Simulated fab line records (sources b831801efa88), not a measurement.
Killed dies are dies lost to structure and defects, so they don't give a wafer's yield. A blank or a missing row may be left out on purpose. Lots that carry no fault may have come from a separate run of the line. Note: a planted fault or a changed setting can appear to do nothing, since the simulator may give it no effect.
A lot that was struck, set against a sound lot + flow sky130 + 24 steps out of a route of 708
Sound: the wafers L536.2, L536.4, L536.6. Struck: wafers L547.4, L547.5. (L547.1 of the same lot was not struck and is left out.) The cause comes at the end.
Order at every step that has rows: each side's tool, ch and its chambers, its first start. Under that, the readings that differ: sound wafers + struck wafers + difference of the means + sigmas: that difference in standard deviations of wafers without a fault.
alike: same words and numbers on both sides, and readings whose means sit less than 2 such deviations apart. not compared: any withheld reading, any reading some wafer has no value for, any bound like >300 that may hide the same value, and any number with overlapping values for which the record gives no deviation.
Wherever a step has rows on one side only, a row that says differs or no value, or a row with sigmas, the two part there. Non-overlapping numbers with no deviation appear without sigmas and do not part them. A reading that every wafer of one side lacks parts them only if that side has two wafers or more.

SKY_VIA1_RS_MEAS_22: uses a four-point probe to measure.
  struck on film_metro-04, day 36 22:56; sound on film_metro-03, day 35 16:20
  alike: VIA1_W_RS
SKY_VIA1_THK_MEAS_23: measures by xrf.
  struck on film_metro-04, day 36 23:04; sound on film_metro-03, day 35 16:26
  alike: VIA1_W_THK
then, 2 steps without rows for these wafers: SKY_VIA1_CMP_24 (polishes, stops on SiO2, t overpolish 15 s, target thk 0 nm); SKY_METAL2_SPUTTER_00 (material Ti, target thk 15 nm, time 10 s).
SKY_METAL2_SPUTTER_01: material TiN, target thk 20 nm, time 16.7 s.
  struck on pvd_sputter-04, day 36 23:31; sound on pvd_sputter-02, day 35 16:49
  alike: throttle_valve_pct
SKY_METAL2_SPUTTER_02: material AlCu, target thk 250 nm, time 13.3 s.
  struck on pvd_sputter-04, day 36 23:32; sound on pvd_sputter-02, day 35 16:50
  alike: throttle_valve_pct
SKY_METAL2_SPUTTER_03: material Ti, target thk 5 nm, time 3.3 s.
  struck on pvd_sputter-04, day 36 23:34; sound on pvd_sputter-02, day 35 16:52
  alike: throttle_valve_pct
SKY_METAL2_SPUTTER_04: material TiN, target thk 70 nm, time 58.3 s.
  struck on pvd_sputter-04, day 36 23:35; sound on pvd_sputter-02, day 35 16:53
  alike: throttle_valve_pct
SKY_METAL2_RS_MEAS_05: uses a four-point probe to measure.
  struck on film_metro-04, day 36 23:38; sound on film_metro-04, day 35 16:57
  alike: METAL2_ALCU_RS
SKY_METAL2_THK_MEAS_06: measures by xrf.
  struck on film_metro-04, day 36 23:45; sound on film_metro-04, day 35 17:04
  alike: METAL2_ALCU_THK
then, 2 steps without rows for these wafers: SKY_METAL2_DEHYDRATE_07 (time 60 s); SKY_METAL2_HMDS_08 (prime time 60 s).
SKY_METAL2_COAT_09: resist thk 60 nm.
  sound on litho_track-04 ch 0, day 36 05:59; struck on litho_track-03 ch 0, day 37 12:43
then, 5 steps without rows for these wafers: SKY_METAL2_COAT_10 (resist thk 450 nm); SKY_METAL2_SOFTBAKE_11 (time 90 s); SKY_METAL2_EXPOSE_12 (exposes mask MM2, target cd 140 nm); SKY_METAL2_PEB_13; SKY_METAL2_DEVELOP_14 (develop time 60 s).
SKY_METAL2_CD_MEAS_15: the cd target is 140 nm.
  struck on cd_sem-02, day 38 02:46; sound on cd_sem-01, day 36 19:22
  alike: cd_nm
SKY_METAL2_OVL_MEAS_16:
  struck on overlay-01, day 38 02:53; sound on overlay-01, day 36 19:28
  alike: METAL2_OVL
SKY_METAL2_DESCUM_17: chemistry O2, time 8 s.
  sound on rie_metal-04 ch 0,1, day 36 19:30; struck on rie_metal-03 ch 1, day 38 02:55
| reading                     | sound       | struck  | difference | sigmas |
|-----------------------------|-------------|---------|------------|--------|
| drypump_motor_current_A (A) | 5.7 5.7 5.9 | 5.0 5.0 | -0.8       | -2     |
  alike: oes_product_au, rf_fwd_power_W
  not compared: rf_hours_counter_h
SKY_METAL2_ETCH_18: etches BARC in N2/H2, stops on SiO2, time 45.9 s, target depth 60 nm.
  sound on rie_metal-04 ch 0,1, day 36 19:32; struck on rie_metal-03 ch 1, day 38 02:58
| reading                     | sound             | struck      | difference | sigmas |
|-----------------------------|-------------------|-------------|------------|--------|
| drypump_motor_current_A (A) | 5.7 5.7 5.9       | 5.0 5.0     | -0.8       | -2     |
| oes_product_au (a.u.)       | 0.858 0.850 0.856 | 0.866 0.865 | +0.011     | +2     |
| model.etch.depth_nm (nm)    | 60.11 60.08 60.26 | 61.37 61.42 | +1.24      |        |
  alike: h2_flow_sccm, rf_fwd_power_W, throttle_valve_pct
  not compared: rf_hours_counter_h
then, 1 step without rows for these wafers: SKY_METAL2_METAL_ETCH_19 (etches the open film in Cl2/BCl3, stops on SiO2, target depth 360 nm, time 78 s).
SKY_PAD_OPEN_PROBE_99:
  the record holds rows for the sound wafers here (prober-01, day 47 13:59) but none for the struck ones

WHERE THEY PART
Last at SKY_PAD_OPEN_PROBE_99 as far as this record goes, first at SKY_METAL2_DESCUM_17.

WHY: whatever the simulator had introduced
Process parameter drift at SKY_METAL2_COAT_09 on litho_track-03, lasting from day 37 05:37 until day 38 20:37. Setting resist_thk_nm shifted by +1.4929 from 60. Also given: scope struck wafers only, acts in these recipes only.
